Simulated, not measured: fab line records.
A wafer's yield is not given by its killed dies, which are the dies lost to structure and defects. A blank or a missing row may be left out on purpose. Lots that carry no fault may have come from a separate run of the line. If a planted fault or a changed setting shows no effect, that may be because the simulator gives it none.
fab line records ; flow sky130
record lots=10; wafers=30; last_day=50
route steps=708 shown SONOS_ONO@182 POLY_GATE@229 PAD_OPEN@708
lots untouched by any fault: they come from a run of this same line in which no faults occurred
start_h: the number of hours between the record's first day and the start of the first shown wafer of the lot ; wait_h: hours since the lot's step before ; " as in the row above ; L1.1+2: a single row standing in for several wafers ; - either no value or no given start ; * or withheld: withheld ; < > ~ a bound
route shown NAME@n: a module of which the file shows steps, and the number in the route of the first ; usual: average and standard deviation across the fault-free wafers ; same: alike in all rows ; chamber/n: place in a boat ; sites: per-site readings ; _std_site: the standard deviation of these ; _edge_site: the outer-site mean with the inner-site mean subtracted ; radius_mm: how far each site lies from the wafer's centre ; mask NAME#n: copy n ; behind: tool/chamber where the wafer was last shaped ; hold: cause of the lot's hold/its duration in hours/its outcome ; device: names the non-switching transistor (n, p or np) ; end of line: the same wafers' tests at the end of the route ; a step given without rows: its recipe and nothing more ; killed: at the first sort, the dies lost to defects and structure; wafer yield is something else ; map: shows each die of a wafer: x if killed, . if not, _ if none is there
set.NAME: the setting the step ran with; set.NAME@STEP: the setting that earlier step ran with ; model.NAME: the simulator's own value behind a step, which no gauge read
steps of the route over a sample of lots; a table a step, a row a wafer
services: when a tool's chamber went out of use (start_h, in hours from the record's first day, below 0 if earlier), for how many hours, and the reason
## steps
# step SKY_SONOS_ONO_OVL_MEAS_14
# usual SONOS_ONO_OVL=-1.6/1.7
lot.wafer;tool;chamber;start_h;wait_h;SONOS_ONO_OVL[nm]
L302.2;overlay-02;-;286.60;0.1;-0.5
L302.3;overlay-02;-;286.60;0.1;0.4
L302.6;overlay-02;-;286.60;0.1;-0.2
L303.3;overlay-02;-;296.83;0.1;-1.6
L303.4;overlay-02;-;296.83;0.1;-0.9
L303.5;overlay-02;-;296.83;0.1;-1.4
L309.2;overlay-02;-;337.68;0.1;-1.2
L309.3;overlay-02;-;337.68;0.1;-2.2
L309.6;overlay-02;-;337.68;0.1;-1.6
L310.1;overlay-01;-;343.48;0.1;-1.7
L310.3;overlay-01;-;343.48;0.1;-0.5
L310.5;overlay-01;-;343.48;0.1;-1.3
L311.1;overlay-01;-;354.82;0.1;-4.0
L311.2;overlay-01;-;354.82;0.1;-4.2
L311.3;overlay-01;-;354.82;0.1;-3.7
L312.1;overlay-02;-;361.83;0.1;-4.2
L312.2;overlay-02;-;361.83;0.1;-5.5
L312.4;overlay-02;-;361.83;0.1;-3.8
L314.2;overlay-02;-;378.10;0.1;-0.9
L314.3;overlay-02;-;378.10;0.1;-2.8
L314.6;overlay-02;-;378.10;0.1;-2.4
L315.2;overlay-02;-;387.64;0.1;-2.6
L315.4;overlay-02;-;387.64;0.1;-2.9
L315.5;overlay-02;-;387.64;0.1;-2.0
L319.2;overlay-02;-;420.44;0.1;-1.4
L319.4;overlay-02;-;420.44;0.1;-1.9
L319.5;overlay-02;-;420.44;0.1;-0.8
L325.2;overlay-02;-;464.69;0.1;0.7
L325.3;overlay-02;-;464.69;0.1;0.6
L325.4;overlay-02;-;464.69;0.1;0.5
# step SKY_POLY_GATE_ETCH_15
# recipe chemistry=N2/H2; target=BARC; ion_energy_ev=200; source_w=500; bias_w=100; pressure_mtorr=30; n2_flow_sccm=100; h2_flow_sccm=200; stop_on=SiO2; time_s=118.5; target_depth_a=1100
# usual bias_w=100.01/0.29; drypump_motor_current_A=5.8/0.42; oes_product_au=0.717/0.0047; throttle_valve_pct=13.213/0.0091
lot.wafer;tool;chamber;start_h;wait_h;bias_w;drypump_motor_current_A;oes_product_au;rf_hours_counter_h;throttle_valve_pct
L302.2;rie_diel-01;0;375.81;0.0;100.02;5.7;0.718;5;13.208
L302.3;rie_diel-01;2;375.81;0.0;99.79;5.7;0.714;47;13.217
L302.6;rie_diel-01;1;375.81;0.0;99.62;5.8;0.712;-;13.200
L303.3;rie_diel-03;2;385.21;0.0;100.03;5.0;0.711;4;13.216
L303.4;rie_diel-03;0;385.21;0.0;100.35;6.2;0.724;6;13.198
L303.5;rie_diel-03;0;385.21;0.0;99.38;6.2;0.718;-;13.214
L309.2;rie_diel-02;0;433.06;0.0;99.42;6.3;0.724;7;13.233
L309.3;rie_diel-02;1;433.06;0.0;100.26;6.0;0.711;5;13.208
L309.6;rie_diel-02;3;433.06;0.0;100.08;6.4;0.714;-;13.222
L310.1;rie_diel-02;1;438.16;0.0;99.72;6.0;0.723;5;13.229
L310.3;rie_diel-02;3;438.16;0.0;100.27;6.4;0.719;0;13.201
L310.5;rie_diel-02;0;438.16;0.0;100.00;6.3;0.723;-;13.224
L311.1;rie_diel-01;3;454.57;0.0;99.98;6.1;0.718;15;13.195
L311.2;rie_diel-01;2;454.57;0.0;100.33;5.7;0.716;49;13.215
L311.3;rie_diel-01;1;454.57;0.0;100.16;5.9;0.719;6;13.216
L312.1;rie_diel-02;1;460.31;0.0;99.76;6.1;0.715;6;13.206
L312.2;rie_diel-02;0;460.31;0.0;99.97;6.4;0.718;8;13.213
L312.4;rie_diel-02;3;460.31;0.0;100.29;6.4;0.708;1;13.205
L314.2;rie_diel-01;0;476.22;0.0;100.40;5.7;0.716;7;13.208
L314.3;rie_diel-01;3;476.22;0.0;100.20;6.1;0.713;16;13.209
L314.6;rie_diel-01;0;476.22;0.0;100.52;5.6;0.717;-;13.209
L315.2;rie_diel-02;0;487.62;0.0;99.78;6.3;0.714;8;13.195
L315.4;rie_diel-02;3;487.62;0.0;100.22;6.4;0.715;-;13.201
L315.5;rie_diel-02;1;487.62;0.0;100.53;6.0;0.729;-;13.202
L319.2;rie_diel-03;1;522.32;0.0;100.15;5.4;0.723;77;13.192
L319.4;rie_diel-03;0;522.32;0.0;100.23;6.2;0.714;8;13.221
L319.5;rie_diel-03;1;522.32;0.0;100.15;5.4;0.719;-;13.221
L325.2;rie_diel-01;1;561.57;0.0;100.17;5.9;0.720;8;13.207
L325.3;rie_diel-01;0;561.57;0.0;100.16;5.7;0.715;8;13.216
L325.4;rie_diel-01;2;561.57;0.0;99.71;5.7;0.713;-;13.218
# step SKY_POLY_GATE_ETCH_17
# recipe target_depth_nm=180; stop_on=SiO2; over_etch_frac=0.56667; chemistry=HBr/Cl2; target=poly-Si; icp_w=400; bias_w=100; pressure_mtorr=10; HBr_flow_sccm=150; Cl2_flow_sccm=50; time_s=70.5
# usual bias_w=100.1/0.31; drypump_motor_current_A=5.8/0.43; oes_product_au=0.986/0.0061; throttle_valve_pct=33.685/0.009
lot.wafer;tool;chamber;start_h;wait_h;bias_w;drypump_motor_current_A;oes_product_au;rf_hours_counter_h;throttle_valve_pct
L302.2;rie_si-02;2;375.99;0.0;99.9;6.1;0.978;45;33.678
L302.3;rie_si-02;0;375.99;0.0;100.6;5.9;0.977;36;33.682
L302.6;rie_si-02;1;375.99;0.0;100.0;5.4;0.994;-;33.675
L303.3;rie_si-01;0;385.39;0.0;99.8;5.9;0.983;67;33.678
L303.4;rie_si-01;2;385.39;0.0;100.4;6.0;0.987;3;33.676
L303.5;rie_si-01;2;385.39;0.0;99.8;6.0;0.974;-;33.659
L309.2;rie_si-02;3;433.24;0.0;99.8;5.2;0.980;5;33.693
L309.3;rie_si-02;1;433.24;0.0;100.5;5.4;0.997;70;33.689
L309.6;rie_si-02;0;433.24;0.0;100.1;5.9;0.988;-;33.690
L310.1;rie_si-02;2;438.34;0.0;100.1;6.1;1.001;46;33.664
L310.3;rie_si-02;0;438.34;0.0;100.0;5.9;0.988;37;33.696
L310.5;rie_si-02;0;438.34;0.0;100.2;5.9;0.978;-;33.679
L311.1;rie_si-02;2;454.75;0.0;100.3;6.1;0.998;46;33.673
L311.2;rie_si-02;3;454.75;0.0;99.9;5.2;0.994;5;33.671
L311.3;rie_si-02;0;454.75;0.0;99.7;5.9;0.987;37;33.695
L312.1;rie_si-02;1;460.49;0.0;100.1;5.4;0.993;0;33.701
L312.2;rie_si-02;2;460.49;0.0;99.7;6.1;0.989;46;33.689
L312.4;rie_si-02;0;460.49;0.0;100.7;5.9;0.990;37;33.689
L314.2;rie_si-02;2;476.41;0.0;99.9;6.1;0.991;46;33.687
L314.3;rie_si-02;1;476.41;0.0;99.9;5.4;0.982;0;33.683
L314.6;rie_si-02;3;476.41;0.0;99.1;5.2;0.982;-;33.687
L315.2;rie_si-01;1;487.81;0.0;100.2;5.3;0.987;44;33.699
L315.4;rie_si-01;2;487.81;0.0;100.5;6.0;0.991;4;33.688
L315.5;rie_si-01;1;487.81;0.0;100.1;5.2;0.985;-;33.668
L319.2;rie_si-01;3;522.51;0.0;100.2;6.5;0.980;6;33.690
L319.4;rie_si-01;0;522.51;0.0;100.3;5.9;0.999;0;33.684
L319.5;rie_si-01;3;522.51;0.0;99.9;6.5;0.982;-;33.688
L325.2;rie_si-01;2;561.75;0.0;99.7;6.0;0.987;4;33.672
L325.3;rie_si-01;3;561.75;0.0;99.9;6.5;0.988;6;33.678
L325.4;rie_si-01;0;561.75;0.0;100.3;5.9;0.992;-;33.679
# step SKY_POLY_GATE_STRIP_18
# recipe chemistry=O2/N2; power_w=1400; pressure_mtorr=1500; platen_temp_c=withheld; o2_flow_sccm=3000; n2_flow_sccm=300; overash_fraction=0.5
# usual drypump_motor_current_A=5.5/0.39; o2_flow_sccm=3001/9; oes_product_au=0.361/0.0043; strip_time_to_endpoint_s=3.166/0.026
# same overash_fraction=0.5
lot.wafer;tool;chamber;start_h;wait_h;drypump_motor_current_A;o2_flow_sccm;oes_product_au;rf_hours_counter_h;strip_time_to_endpoint_s
L302.2;plasma_asher-03;0;376.04;0.0;6.0;2999;0.357;67;3.154
L302.3;plasma_asher-03;1;376.04;0.0;5.9;3007;0.356;-;3.158
L302.6;plasma_asher-03;1;376.04;0.0;5.9;3020;0.360;-;3.182
L303.3;plasma_asher-03;1;385.48;0.1;5.9;2999;0.357;-;3.147
L303.4;plasma_asher-03;0;385.48;0.1;6.0;2990;0.361;-;3.152
L303.5;plasma_asher-03;1;385.48;0.1;5.9;2997;0.360;-;3.167
L309.2;plasma_asher-03;1;433.29;0.0;5.9;3008;0.362;73;3.213
L309.3;plasma_asher-03;1;433.29;0.0;5.9;2997;0.355;-;3.188
L309.6;plasma_asher-03;1;433.29;0.0;5.9;2997;0.362;-;3.193
L310.1;plasma_asher-01;1;438.39;0.0;5.4;3011;0.366;1;3.152
L310.3;plasma_asher-01;0;438.39;0.0;4.8;3016;0.362;-;3.172
L310.5;plasma_asher-01;0;438.39;0.0;4.8;3003;0.363;-;3.163
L311.1;plasma_asher-03;0;454.81;0.0;6.0;2986;0.358;75;3.123
L311.2;plasma_asher-03;1;454.81;0.0;5.9;3009;0.367;75;3.133
L311.3;plasma_asher-03;0;454.81;0.0;6.0;2990;0.356;-;3.146
L312.1;plasma_asher-03;1;460.54;0.0;5.9;3003;0.361;76;3.136
L312.2;plasma_asher-03;0;460.54;0.0;6.0;2997;0.382;76;3.572
L312.4;plasma_asher-03;0;460.54;0.0;6.0;3015;0.362;-;3.142
L314.2;plasma_asher-04;0;476.46;0.0;5.1;3013;0.361;58;3.165
L314.3;plasma_asher-04;0;476.46;0.0;5.1;3005;0.363;-;3.162
L314.6;plasma_asher-04;1;476.46;0.0;5.3;2994;0.364;-;3.175
L315.2;plasma_asher-03;0;487.86;0.0;6.0;3016;0.382;79;3.592
L315.4;plasma_asher-03;0;487.86;0.0;6.0;2994;0.367;-;3.197
L315.5;plasma_asher-03;1;487.86;0.0;5.9;2988;0.358;-;3.219
L319.2;plasma_asher-04;1;522.56;0.0;5.3;2996;0.365;63;3.166
L319.4;plasma_asher-04;0;522.56;0.0;5.1;2996;0.361;-;3.122
L319.5;plasma_asher-04;0;522.56;0.0;5.2;3019;0.361;-;3.193
L325.2;plasma_asher-04;0;561.81;0.0;5.1;2998;0.360;67;3.163
L325.3;plasma_asher-04;1;561.81;0.0;5.2;2994;0.355;-;3.188
L325.4;plasma_asher-04;0;561.81;0.0;5.1;3008;0.361;-;3.154
# step SKY_POLY_GATE_THK_MEAS_21
# recipe reads=SiO2_of_POLY_GATE_OXIDATION_20
# usual POLY_GATE_OXIDATION_THK=3.98/0.1
lot.wafer;tool;chamber;start_h;wait_h;POLY_GATE_OXIDATION_THK[nm]
L302.2;film_metro-02;-;379.69;0.0;4.02
L302.3;film_metro-02;-;379.69;0.0;4.06
L302.6;film_metro-02;-;379.69;0.0;3.95
L303.3;film_metro-02;-;387.90;0.0;4.07
L303.4;film_metro-02;-;387.90;0.0;4.02
L303.5;film_metro-02;-;387.90;0.0;4.07
L309.2;film_metro-01;-;436.12;0.0;3.92
L309.3;film_metro-01;-;436.12;0.0;4.04
L309.6;film_metro-01;-;436.12;0.0;3.93
L310.1;film_metro-03;-;439.94;0.0;3.94
L310.3;film_metro-03;-;439.94;0.0;4.03
L310.5;film_metro-03;-;439.94;0.0;3.96
L311.1;film_metro-01;-;456.21;0.0;4.11
L311.2;film_metro-01;-;456.21;0.0;4.03
L311.3;film_metro-01;-;456.21;0.0;4.08
L312.1;film_metro-01;-;462.98;0.0;4.06
L312.2;film_metro-01;-;462.98;0.0;4.08
L312.4;film_metro-01;-;462.98;0.0;4.17
L314.2;film_metro-01;-;478.19;0.0;3.88
L314.3;film_metro-01;-;478.19;0.0;3.90
L314.6;film_metro-01;-;478.19;0.0;3.93
L315.2;film_metro-03;-;489.28;0.0;3.90
L315.4;film_metro-03;-;489.28;0.0;4.01
L315.5;film_metro-03;-;489.28;0.0;3.98
L319.2;film_metro-02;-;523.97;0.0;4.12
L319.4;film_metro-02;-;523.97;0.0;4.08
L319.5;film_metro-02;-;523.97;0.0;4.14
L325.2;film_metro-02;-;563.22;0.0;3.82
L325.3;film_metro-02;-;563.22;0.0;3.89
L325.4;film_metro-02;-;563.22;0.0;3.79
# step SKY_POLY_GATE_CD_MEAS_22
# usual cd_nm=150.1/1.6
lot.wafer;tool;chamber;start_h;wait_h;hold;cd_nm
L302.2;cd_sem-02;-;379.77;0.1;-;152.0
L302.3;cd_sem-02;-;379.77;0.1;-;153.5
L302.6;cd_sem-02;-;379.77;0.1;-;156.6
L303.3;cd_sem-01;-;388.00;0.1;-;149.5
L303.4;cd_sem-01;-;388.00;0.1;-;150.7
L303.5;cd_sem-01;-;388.00;0.1;-;149.4
L309.2;cd_sem-02;-;436.20;0.1;-;151.7
L309.3;cd_sem-02;-;436.20;0.1;-;149.7
L309.6;cd_sem-02;-;436.20;0.1;-;149.1
L310.1;cd_sem-01;-;440.00;0.1;-;148.7
L310.3;cd_sem-01;-;440.00;0.1;-;147.7
L310.5;cd_sem-01;-;440.00;0.1;-;150.7
L311.1;cd_sem-01;-;456.27;0.1;-;150.9
L311.2;cd_sem-01;-;456.27;0.1;-;150.8
L311.3;cd_sem-01;-;456.27;0.1;-;151.1
L312.1;cd_sem-01;-;463.04;0.1;await_dispo/0.2h/release;149.7
L312.2;cd_sem-01;-;463.04;0.1;await_dispo/0.2h/release;158.4
L312.4;cd_sem-01;-;463.04;0.1;await_dispo/0.2h/release;149.1
L312.1;cd_sem-01;-;463.38;0.3;-;149.9
L312.2;cd_sem-01;-;463.38;0.3;-;158.7
L312.4;cd_sem-01;-;463.38;0.3;-;148.6
L314.2;cd_sem-01;-;478.27;0.1;-;149.7
L314.3;cd_sem-01;-;478.27;0.1;-;150.9
L314.6;cd_sem-01;-;478.27;0.1;-;150.0
L315.2;cd_sem-02;-;489.35;0.1;await_dispo/0.2h/release;162.1
L315.4;cd_sem-02;-;489.35;0.1;await_dispo/0.2h/release;148.2
L315.5;cd_sem-02;-;489.35;0.1;await_dispo/0.2h/release;150.2
L315.2;cd_sem-02;-;489.69;0.3;-;161.9
L315.4;cd_sem-02;-;489.69;0.3;-;148.4
L315.5;cd_sem-02;-;489.69;0.3;-;150.3
L319.2;cd_sem-01;-;524.05;0.1;-;150.9
L319.4;cd_sem-01;-;524.05;0.1;-;150.2
L319.5;cd_sem-01;-;524.05;0.1;-;151.1
L325.2;cd_sem-01;-;563.30;0.1;-;149.0
L325.3;cd_sem-01;-;563.30;0.1;-;146.8
L325.4;cd_sem-01;-;563.30;0.1;-;148.5
# step SKY_PAD_OPEN_PROBE_99
# usual killed_at_M0_to_M3=44/6.8; killed_at_M4_up=3.4/2; killed_at_contacts=24/5.2; killed_at_front_end=15/5.2; killed_at_other=0.2/0.46; killed_dies=87/9.8; killed_open=47/7.5; killed_short=39/6.8
# same gross_dies=492; killed_at_back_side=0
lot.wafer;tool;chamber;start_h;wait_h;killed_at_M0_to_M3;killed_at_M4_up;killed_at_contacts;killed_at_front_end;killed_at_other;killed_dies;killed_open;killed_short
L302.2;prober-02;-;1081.35;0.1;43;2;27;13;0;85;53;32
L302.3;prober-02;-;1081.40;0.2;43;4;19;20;1;87;48;39
L302.6;prober-02;-;1081.55;0.2;49;5;20;16;0;90;45;45
L303.3;prober-01;-;1088.00;0.2;52;2;27;13;0;94;55;39
L303.4;prober-01;-;1088.05;0.2;55;6;18;28;0;107;55;52
L303.5;prober-01;-;1088.10;0.2;58;4;30;19;0;111;59;52
L309.2;prober-01;-;1119.77;0.1;40;5;31;23;1;100;52;48
L309.3;prober-01;-;1119.82;0.2;48;4;27;21;0;100;53;47
L309.6;prober-01;-;1119.97;0.2;49;1;14;29;0;93;58;35
L312.1;prober-02;-;1136.76;0.1;38;1;22;13;0;74;42;32
L312.2;prober-02;-;1136.81;0.1;42;2;16;17;0;77;51;26
L312.4;prober-02;-;1136.91;0.2;39;3;24;27;1;94;46;48
L315.2;prober-01;-;1150.58;0.1;43;7;38;12;0;100;63;37
L315.4;prober-01;-;1150.68;0.2;54;1;24;10;0;89;42;47
L315.5;prober-01;-;1150.73;0.2;36;3;23;10;0;72;42;30
# killed by level:class
L302.2 LI_CONTACT:geometric_particle:open=10 VIA2:geometric_particle:open=9 VIA1:geometric_particle:open=8 VIA3:geometric_particle:open=8 CONTACT:geometric_particle:short=7 METAL1:geometric_particle:short=5 VIA1:geometric_particle:short=5 FIELD_ISO:geometric_particle:open=3
L302.3 METAL1:geometric_particle:short=10 VIA1:geometric_particle:open=10 POLY_GATE:geometric_particle:short=7 LI_CONTACT:geometric_particle:open=7 VIA3:geometric_particle:open=7 CONTACT:geometric_particle:open=6 VIA2:geometric_particle:open=6 POLY_GATE:geometric_particle:open=5
L302.6 POLY_GATE:geometric_particle:short=8 VIA2:geometric_particle:open=8 CONTACT:geometric_particle:open=8 VIA1:geometric_particle:open=8 VIA3:geometric_particle:open=7 METAL1:geometric_particle:short=6 VIA3:geometric_particle:short=6 LI_CONTACT:geometric_particle:open=5
L303.3 VIA1:geometric_particle:open=16 CONTACT:geometric_particle:open=10 METAL1:geometric_particle:short=8 METAL2:geometric_particle:short=6 VIA2:geometric_particle:open=6 FIELD_ISO:geometric_particle:open=5 CONTACT:geometric_particle:short=5 VIA3:geometric_particle:open=5
L303.4 VIA1:geometric_particle:open=12 FIELD_ISO:geometric_particle:open=9 VIA3:geometric_particle:open=9 VIA2:geometric_particle:open=8 FIELD_ISO:geometric_particle:short=7 POLY_GATE:geometric_particle:short=6 METAL4:geometric_particle:short=6 METAL2:geometric_particle:short=6
L303.5 LI_CONTACT:geometric_particle:open=10 VIA3:geometric_particle:open=10 CONTACT:geometric_particle:open=9 VIA1:geometric_particle:open=8 METAL1:geometric_particle:short=8 METAL2:geometric_particle:short=8 LOCAL_INTERCONNECT:geometric_particle:short=6 VIA1:geometric_particle:short=6
L309.2 CONTACT:geometric_particle:open=14 VIA1:geometric_particle:open=14 FIELD_ISO:geometric_particle:open=6 LI_CONTACT:geometric_particle:short=6 FIELD_ISO:geometric_particle:short=5 LOCAL_INTERCONNECT:geometric_particle:short=5 VIA1:geometric_particle:short=5 LI_CONTACT:geometric_particle:open=4
L309.3 CONTACT:geometric_particle:open=11 VIA3:geometric_particle:short=9 LI_CONTACT:geometric_particle:open=8 VIA3:geometric_particle:open=8 METAL2:geometric_particle:short=7 FIELD_ISO:geometric_particle:short=6 VIA1:geometric_particle:open=6 FIELD_ISO:geometric_particle:open=5
L309.6 VIA1:geometric_particle:open=15 VIA3:geometric_particle:open=9 FIELD_ISO:geometric_particle:open=7 LI_CONTACT:geometric_particle:open=6 METAL2:geometric_particle:short=5 VIA3:geometric_particle:short=5 FIELD_ISO:geometric_particle:short=4 POLY_GATE:geometric_particle:open=4
L312.1 CONTACT:geometric_particle:open=10 VIA1:geometric_particle:open=8 VIA3:geometric_particle:open=8 CONTACT:geometric_particle:short=5 POLY_GATE:geometric_particle:short=5 VIA1:geometric_particle:short=5 POLY_GATE:geometric_particle:open=4 LI_CONTACT:geometric_particle:open=4
L312.2 VIA1:geometric_particle:open=16 VIA3:geometric_particle:open=7 LI_CONTACT:geometric_particle:open=5 CONTACT:geometric_particle:open=5 FIELD_ISO:geometric_particle:short=4 LI_CONTACT:geometric_particle:short=4 VIA2:geometric_particle:open=4 FIELD_ISO:geometric_particle:open=3
L312.4 POLY_GATE:geometric_particle:short=10 LI_CONTACT:geometric_particle:open=9 FIELD_ISO:geometric_particle:short=8 VIA1:geometric_particle:open=8 CONTACT:geometric_particle:open=7 VIA3:geometric_particle:open=6 METAL1:geometric_particle:short=6 VIA2:geometric_particle:open=6
L315.2 CONTACT:geometric_particle:open=15 VIA1:geometric_particle:open=14 LI_CONTACT:geometric_particle:open=11 VIA1:geometric_particle:short=7 POLY_GATE:geometric_particle:open=5 LOCAL_INTERCONNECT:geometric_particle:short=5 METAL2:geometric_particle:short=5 VIA2:geometric_particle:open=5
L315.4 VIA2:geometric_particle:open=10 VIA1:geometric_particle:open=8 LI_CONTACT:geometric_particle:open=7 VIA3:geometric_particle:open=7 VIA1:geometric_particle:short=6 METAL2:geometric_particle:short=6 VIA3:geometric_particle:short=6 LI_CONTACT:geometric_particle:short=5
L315.5 VIA1:geometric_particle:open=8 LI_CONTACT:geometric_particle:open=7 VIA2:geometric_particle:open=7 LOCAL_INTERCONNECT:geometric_particle:short=5 CONTACT:geometric_particle:open=5 FIELD_ISO:geometric_particle:open=4 VIA1:geometric_particle:short=4 VIA2:geometric_particle:short=4
## services
tool;chamber;start_h;hours;kind
rie_diel-01;-;370.75;4.3;pm
rie_diel-01;0;392.48;9.7;repair
rie_diel-02;-;403.57;1.2;repair
rie_diel-01;0;408.18;11.0;repair
rie_diel-03;-;410.81;2.8;pm
rie_si-01;0;420.55;6.1;repair
plasma_asher-01;-;421.25;9.0;pm
rie_si-02;1;436.08;-;clean
rie_si-02;1;436.08;19.3;scheduled_down
plasma_asher-01;-;448.93;1.8;repair
plasma_asher-04;-;454.71;6.5;repair
rie_diel-01;1;458.55;9.8;repair
rie_diel-03;0;460.95;1.3;repair
rie_diel-02;1;471.81;4.6;repair
rie_si-01;3;515.42;6.0;repair
rie_diel-03;-;518.53;0.3;repair
rie_diel-03;0;539.54;5.4;repair
rie_diel-03;1;539.55;1.6;repair
rie_diel-01;-;547.54;2.4;repair
rie_si-02;-;548.03;28.1;pm
rie_diel-01;3;548.67;15.9;repair
rie_diel-01;-;551.19;2.8;pm
rie_diel-03;-;552.41;1.6;repair
rie_diel-03;0;559.48;4.6;repair
## key
first_sign step=SKY_POLY_GATE_STRIP_18; reading=strip_time_to_endpoint_s; direction=up; sigmas=16; usual=*; struck=*
effect step=SKY_POLY_GATE_STRIP_18; reading=oes_product_au; direction=up; sigmas=5; usual=0.361; struck=0.382
effect step=SKY_POLY_GATE_CD_MEAS_22; reading=visit; direction=added
effect step=SKY_POLY_GATE_CD_MEAS_22; reading=cd_nm; direction=up; sigmas=6.1; usual=150.1; struck=160.3
met_at SKY_POLY_GATE_ETCH_15
struck_lots L312,L315
struck_wafers L312.2,L315.2
tester_left_out L312,L315
not_acting_at SKY_SONOS_ONO_OVL_MEAS_14,SKY_POLY_GATE_ETCH_17,SKY_POLY_GATE_THK_MEAS_21
onset_between 438.16 460.31
fault kind=process_parameter_drift; tool=rie_diel-02; chamber=-; onset_h=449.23; steps=SKY_POLY_GATE_ETCH_15; channel=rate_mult; offset=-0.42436; shape=step; end_h=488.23; scope=struck_wafers_only
# tester_left_out: of these lots the tester's yield and bins aren't shown, on N5 and GAA mostly nor the transistor test; their killed dies are dies lost to structure and defects alone, not to doping, threshold or leakage, so they don't give the yield
